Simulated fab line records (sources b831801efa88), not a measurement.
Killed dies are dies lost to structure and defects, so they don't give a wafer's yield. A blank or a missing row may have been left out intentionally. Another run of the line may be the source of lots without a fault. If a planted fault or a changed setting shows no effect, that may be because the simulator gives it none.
Which tool did it? + flow sfq_line + 45 wafers from 15 lots sampled at 4 of the route's 325 steps

== WHAT THE GAUGES READ, wafer by wafer ==
SFQ_I1_BOW_MEAS_912. Usual: for I1_BOW the level is 4 um and the standard deviation is 7.8.
| lot  | measured     | on            | I1_BOW (um) | flag |
|------|--------------|---------------|-------------|------|
| L135 | day 12 20:59 | film_metro-04 | -2 9 4      |      |
| L138 | day 13 17:59 | film_metro-03 | 3 3 -1      |      |
| L143 | day 15 12:07 | film_metro-04 | 14 11 7     |      |
| L145 | day 16 03:42 | film_metro-03 | -9 -21 1    |      |
| L146 | day 16 06:42 | film_metro-02 | 12 5 -5     |      |
| L147 | day 16 12:42 | film_metro-04 | 7 7 7       |      |
| L148 | day 16 17:52 | film_metro-02 | 6 -5 -4     |      |
| L149 | day 17 11:02 | film_metro-03 | -4 -9 -16   |      |
| L150 | day 17 13:27 | film_metro-04 | 5 -21 3     |      |
| L151 | day 17 16:26 | film_metro-04 | 3 10 -3     |      |
| L152 | day 18 02:04 | film_metro-04 | 13 8 6      |      |
| L153 | day 18 11:26 | film_metro-03 | -9 -4 5     |      |
| L155 | day 19 15:14 | film_metro-02 | -5 -5 16    |      |
| L157 | day 20 04:38 | film_metro-02 | -2 2 7      |      |
| L158 | day 20 07:37 | film_metro-02 | 22 10 9     |      |

SFQ_M2_OVL_MEAS_916. Usual: for M2_OVL the level is -3 nm and the standard deviation is 5.
| lot  | measured     | on         | M2_OVL (nm) | flag |
|------|--------------|------------|-------------|------|
| L135 | day 17 22:50 | overlay-01 | -9 -3 -3    |      |
| L138 | day 18 21:32 | overlay-02 | -6 -10 -3   |      |
| L143 | day 20 22:18 | overlay-02 | 0 2 0       |      |
| L145 | day 21 10:17 | overlay-02 | -13 -8 -6   |      |
| L146 | day 21 13:53 | overlay-01 | -2 -1 3     |      |
| L147 | day 21 22:17 | overlay-02 | 0 -5 3      |      |
| L148 | day 22 02:37 | overlay-01 | -1 -4 -1    |      |
| L149 | day 22 21:49 | overlay-01 | -8 1 -4     |      |
| L150 | day 23 02:37 | overlay-02 | -5 -5 -10   |      |
| L151 | day 23 05:01 | overlay-02 | -7 -7 -1    |      |
| L152 | day 23 18:13 | overlay-02 | -2 -9 -11   |      |
| L153 | day 24 00:13 | overlay-01 | -9 -11 1    |      |
| L155 | day 24 19:25 | overlay-01 | -1 9 6      |      |
| L157 | day 25 12:01 | overlay-02 | 1 -4 -3     |      |
| L158 | day 25 20:31 | overlay-01 | 5 1 3       |      |

SFQ_I3_OVL_MEAS_923. Usual: for I3_OVL the level is -1 nm and the standard deviation is 5.8.
| lot  | measured     | on         | I3_OVL (nm) | flag |
|------|--------------|------------|-------------|------|
| L135 | day 32 06:58 | overlay-01 | 8 0 1       |      |
| L138 | day 33 12:52 | overlay-01 | -3 6 -1     |      |
| L143 | day 35 04:29 | overlay-01 | 3 1 -3      |      |
| L145 | day 35 22:01 | overlay-01 | 9 6 13      |      |
| L146 | day 36 04:01 | overlay-01 | 4 -6 -5     |      |
| L147 | day 36 08:49 | overlay-02 | 9 11 2      |      |
| L148 | day 36 16:01 | overlay-02 | -3 -9 -4    |      |
| L149 | day 37 07:37 | overlay-02 | 1 6 -4      |      |
| L150 | day 37 12:26 | overlay-02 | 0 1 4       |      |
| L151 | day 37 20:49 | overlay-02 | -1 0 -4     |      |
| L152 | day 38 02:50 | overlay-02 | -12 -9 -6   |      |
| L153 | day 38 11:13 | overlay-02 | 9 8 8       |      |
| L155 | day 39 10:02 | overlay-02 | -7 -7 -4    |      |
| L157 | day 39 18:26 | overlay-02 | 3 -3 -3     |      |
| L158 | day 40 06:13 | overlay-01 | 9 9 7       |      |

== EACH LOT AND THE TOOL THAT RAN IT (in order: tool; ch and the chambers of the sampled wafers; start) ==
| lot  | SFQ_TRILAYER_I0_DEP_PECVD_027   |
|------|---------------------------------|
| L135 | pecvd-03 ch 0,2, day 7 21:44    |
| L138 | pecvd-04 ch 1,2, day 8 12:08    |
| L143 | pecvd-04 ch 1,2, day 9 21:55    |
| L145 | pecvd-03 ch 0,1,2, day 10 09:44 |
| L146 | pecvd-03 ch 1,2, day 10 16:56   |
| L147 | pecvd-03 ch 0,1, day 10 22:56   |
| L148 | pecvd-01 ch 0,1,2, day 11 04:56 |
| L149 | pecvd-01 ch 1,2, day 11 15:52   |
| L150 | pecvd-04 ch 0,1,2, day 11 17:04 |
| L151 | pecvd-01 ch 0,1,2, day 12 03:52 |
| L152 | pecvd-01 ch 0,2, day 12 16:50   |
| L153 | pecvd-01 ch 0,1,2, day 12 20:26 |
| L155 | pecvd-04 ch 0,1, day 13 12:02   |
| L157 | pecvd-03 ch 0,1,2, day 14 01:14 |
| L158 | pecvd-03 ch 0,1,2, day 14 06:02 |
- SFQ_TRILAYER_I0_DEP_PECVD_027: deposits SiO2 from SiH4/N2O, time 111.11 s, target thk 500 nm.

== AS READ BY THE TOOLS THEMSELVES (means over the sampled wafers that have a number; for cases with no such wafer, the mark the record gives instead) ==
SFQ_TRILAYER_I0_DEP_PECVD_027. Usual: heater_power_w 85 W, standard deviation 13; rf_fwd_power_W 182.4 W, standard deviation 0.62; throttle_valve_pct 24.1 %, standard deviation 0.87.
| lot  | tool     | heater_power_w (W) | rf_fwd_power_W (W) | throttle_valve_pct (%) | flag |
|------|----------|--------------------|--------------------|------------------------|------|
| L135 | pecvd-03 | 95                 | 183.3              | 23.6                   |      |
| L138 | pecvd-04 | 91                 | 182.5              | 24.2                   |      |
| L143 | pecvd-04 | 91                 | 182.0              | 24.2                   |      |
| L145 | pecvd-03 | 99                 | 153.3              | 24.2                   | OFF  |
| L146 | pecvd-03 | 99                 | 153.8              | 24.7                   | OFF  |
| L147 | pecvd-03 | 92                 | 153.4              | 24.2                   | OFF  |
| L148 | pecvd-01 | 76                 | 182.3              | 23.0                   |      |
| L149 | pecvd-01 | 70                 | 181.9              | 22.9                   |      |
| L150 | pecvd-04 | 89                 | 181.8              | 24.7                   |      |
| L151 | pecvd-01 | 72                 | 181.9              | 23.1                   |      |
| L152 | pecvd-01 | 76                 | 182.1              | 23.0                   |      |
| L153 | pecvd-01 | 71                 | 182.4              | 23.0                   |      |
| L155 | pecvd-04 | 88                 | 181.7              | 25.3                   |      |
| L157 | pecvd-03 | 93                 | 182.3              | 24.2                   |      |
| L158 | pecvd-03 | 88                 | 182.4              | 24.3                   |      |

== THE ANSWER, worked out from the rows above alone ==
Rule: take the mean of a lot's wafers that have a number; if it is more than 3 standard deviations from the usual mean, the lot is off. Also off: a lot with no number at a reading for which 4 or more lots have one. Any other lot the step has rows for is counted as sound. Order of review: gauges by route order, followed by the tools' own readings, for which a lot's mean as printed above is used. The first step at which some lot is off is used, and at that step the reading that is off furthest; a lot without a number counts as furthest.
Off at SFQ_TRILAYER_I0_DEP_PECVD_027 (rf_fwd_power_W): L145, L146, L147.
A tool fits if, at that step or a process step before it, it ran every lot that is off, and no sound lot after the first of them. Not one of the candidates tried fits.

== WHAT THE SIMULATOR HAD INSERTED ==
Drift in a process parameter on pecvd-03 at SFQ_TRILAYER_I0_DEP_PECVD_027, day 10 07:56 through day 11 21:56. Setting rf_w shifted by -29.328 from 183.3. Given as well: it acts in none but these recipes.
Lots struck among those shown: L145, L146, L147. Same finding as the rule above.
